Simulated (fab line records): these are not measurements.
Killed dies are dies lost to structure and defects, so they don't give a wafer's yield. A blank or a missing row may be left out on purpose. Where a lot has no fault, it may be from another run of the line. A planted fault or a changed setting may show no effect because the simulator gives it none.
2 desks, one fault + flow sky130 + only its own numbers are on each desk; what lay behind them is given at the end

== DESK OF THE TOOL OWNER: plasma asher-04 ==
The tool's own readings at SKY_LDD_N_STRIP_16 (strips in O2/N2): means of the sampled wafers that have a number, for each lot that ran on this tool. Any lot whose mean is over 4 standard deviations away from the usual mean is out of limits and marked OUT; that distance is given in the brackets.
Columns: A = chamber pressure mTorr at SKY_LDD_N_STRIP_16, usual 1499.9 mTorr; B = drypump motor current A at SKY_LDD_N_STRIP_16, usual 5.2 A; C = n2 flow sccm at SKY_LDD_N_STRIP_16, usual 300.1 sccm; D = o2 flow sccm at SKY_LDD_N_STRIP_16, usual 2999 sccm; E = oes product au at SKY_LDD_N_STRIP_16, usual 0.406 a.u.; F = strip time to endpoint s at SKY_LDD_N_STRIP_16, usual 4.312 s
| lot  | first seen here | A                 | B   | C     | D    | E               | F     |
|------|-----------------|-------------------|-----|-------|------|-----------------|-------|
| L350 | day 18 11:43    | 1499.8            | 5.2 | 300.7 | 2994 | 0.411           | 4.326 |
| L352 | day 19 14:24    | 1501.1            | 5.0 | 300.4 | 2997 | 0.410           | 4.314 |
| L357 | day 20 23:31    | 1500.6            | 5.0 | 301.2 | 3005 | 0.404           | 4.320 |
| L358 | day 21 16:47    | 1501.3            | 5.1 | 300.0 | 2995 | 0.405           | 4.313 |
| L360 | day 22 03:01    | 1512.3 (+8.9) OUT | 5.0 | 300.3 | 2994 | 0.610 (+42) OUT | -     |
| L369 | day 26 01:20    | 1499.5            | 5.2 | 300.7 | 2990 | 0.407           | 4.319 |
| L371 | day 26 06:38    | 1500.2            | 5.1 | 300.2 | 3000 | 0.403           | 4.309 |
| L372 | day 26 15:53    | 1500.1            | 5.0 | 300.5 | 3007 | 0.402           | 4.303 |
This desk's verdict: out of limits on L360, starting with L360 at day 22 03:01 (chamber pressure mTorr at SKY_LDD_N_STRIP_16). L350, L352, L357, L358, L369, L371, L372: within limits.

== FROM THE METROLOGY DESK ==
Means of the sampled wafers that have a number, per lot and without regard to the tool the lot ran on: this is what the gauges read. Any lot whose mean is over 4 standard deviations away from the usual mean is out of limits and marked OUT; that distance is given in the brackets.
Columns: A = FIELD_ISO_CVD_03_THK at SKY_FIELD_ISO_THK_MEAS_04, usual 165.0 nm; B = NWELL_01_OVL at SKY_NWELL_OVL_MEAS_23, usual -0.3 nm; C = LDD_P_TW at SKY_LDD_P_TW_MEAS_11, usual 635; D = VIA1_BOW at SKY_VIA1_BOW_MEAS_03, usual 83 um
| lot  | first seen here | A     | B    | C                    | D  |
|------|-----------------|-------|------|----------------------|----|
| L350 | day 1 19:11     | 165.8 | -1.4 | 640                  | 70 |
| L352 | day 2 04:45     | 166.1 | 1.0  | 638                  | 83 |
| L354 | day 2 14:47     | 165.4 | 1.1  | 641                  | 83 |
| L357 | day 3 05:40     | 166.0 | -0.6 | 632                  | 94 |
| L356 | day 3 05:41     | 163.7 | 0.9  | 633                  | 85 |
| L358 | day 3 15:25     | 165.7 | 1.1  | 632                  | 73 |
| L360 | day 3 22:58     | 164.2 | -4.3 | 30 (-99 or more) OUT | 87 |
| L361 | day 4 03:01     | 166.0 | -1.0 | 641                  | 78 |
| L366 | day 5 04:20     | 163.9 | -0.9 | 626                  | 81 |
| L368 | day 5 20:10     | 165.6 | 0.3  | 630                  | 83 |
| L369 | day 5 20:13     | 166.4 | -0.6 | 629                  | 74 |
| L371 | day 6 06:01     | 166.5 | -0.7 | 642                  | 86 |
| L372 | day 6 12:52     | 166.4 | -0.9 | 628                  | 85 |
This desk reports L360 out of limits; the earliest was L360 at day 23 10:13 (LDD_P_TW at SKY_LDD_P_TW_MEAS_11). L350, L352, L354, L357, L356, L358, L361, L366, L368, L369, L371, L372: within limits.

== ALL TOGETHER ==
The tool owner's desk could have raised an alarm at day 22 03:01, on L360.
On L360, the metrology desk was in a position to raise an alarm at day 23 10:13.
All the named lots went through SKY_LDD_N_STRIP_16 on plasma asher-04.

== WHAT THE SIMULATOR HAD PUT IN ==
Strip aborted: plasma asher-04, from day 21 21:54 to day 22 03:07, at SKY_LDD_N_STRIP_16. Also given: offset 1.
Shown lots that were struck: L360.
Counting hours from when the fault started, the first reading out of limits came at 5 for the tool owner's desk and at 36 for the metrology desk.
